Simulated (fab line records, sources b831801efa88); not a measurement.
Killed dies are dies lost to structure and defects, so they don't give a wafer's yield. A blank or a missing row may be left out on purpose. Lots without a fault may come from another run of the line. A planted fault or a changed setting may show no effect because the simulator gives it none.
Which tool did it? | flow gf180mcu | 6 lots, 18 wafers sampled, at 4 steps of a route of 602

WHAT THE GAUGES READ, wafer by wafer
GF_V5_CD_MEAS_14: target cd 260 nm.
lot  | measured     | on        | cd_nm (nm)
L592 | day 28 17:23 | cd_sem-01 | 261.2 260.0 261.8
L594 | day 29 12:14 | cd_sem-02 | 259.7 260.4 260.0
L597 | day 29 23:07 | cd_sem-01 | 258.9 259.0 259.0
L604 | day 31 22:35 | cd_sem-02 | 260.2 260.8 259.4
L610 | day 33 06:38 | cd_sem-01 | 258.6 258.7 259.6
L612 | day 33 20:32 | cd_sem-02 | 261.8 263.0 260.4

WHICH TOOL RAN EACH LOT (tool, then ch and the chambers of the sampled wafers, then the start)
lot  | GF_MVSD_DEVELOP_06               | GF_MIM_SPUTTER_01            | GF_M5_METAL_ETCH_10
L592 | litho_track-02 ch 0, day 5 00:00 | pvd_sputter-02, day 26 02:33 | rie_metal-01 ch 0, day 27 20:38
L594 | litho_track-02 ch 0, day 5 16:00 | pvd_sputter-04, day 26 22:00 | rie_metal-04 ch 0, day 28 15:20
L597 | litho_track-02 ch 0, day 6 04:00 | pvd_sputter-04, day 27 10:26 | rie_metal-04 ch 0,1, day 29 02:37
L604 | litho_track-01 ch 0, day 7 21:00 | pvd_sputter-03, day 29 13:03 | rie_metal-01 ch 0,1, day 31 03:13
L610 | litho_track-01 ch 0, day 9 07:00 | pvd_sputter-04, day 31 00:12 | rie_metal-01 ch 0,1, day 32 11:52
L612 | litho_track-01 ch 0, day 9 21:00 | pvd_sputter-02, day 31 16:11 | rie_metal-03 ch 0,1, day 33 03:37
- GF_MVSD_DEVELOP_06: develop time 60 s.
- GF_MIM_SPUTTER_01: material TiN, target thk 30 nm, time 25 s.
- GF_M5_METAL_ETCH_10: etches the open film in Cl2/BCl3, stops on SiO2, target depth 750.8 nm, time 125.1 s.

THE ANSWER, worked out from the rows above alone
Rule: what is usual is taken from the lots themselves. Put in order of their means at a reading, lots are off if they are a third of the lots or fewer, leave a main group of 4 or more, and stand apart from it by a gap of 3 or more times the standard deviation of the main group's means; of several such gaps the widest counts. A main group whose means are all the same, to the digits that the tables above print for the reading, isn't used. A lot without any number at a reading at which 4 lots or more have one is off too. The other lots that the step has rows for count as sound.
No lot is off at any reading shown: from this, nothing can be told.

WHAT THE SIMULATOR HAD PUT IN
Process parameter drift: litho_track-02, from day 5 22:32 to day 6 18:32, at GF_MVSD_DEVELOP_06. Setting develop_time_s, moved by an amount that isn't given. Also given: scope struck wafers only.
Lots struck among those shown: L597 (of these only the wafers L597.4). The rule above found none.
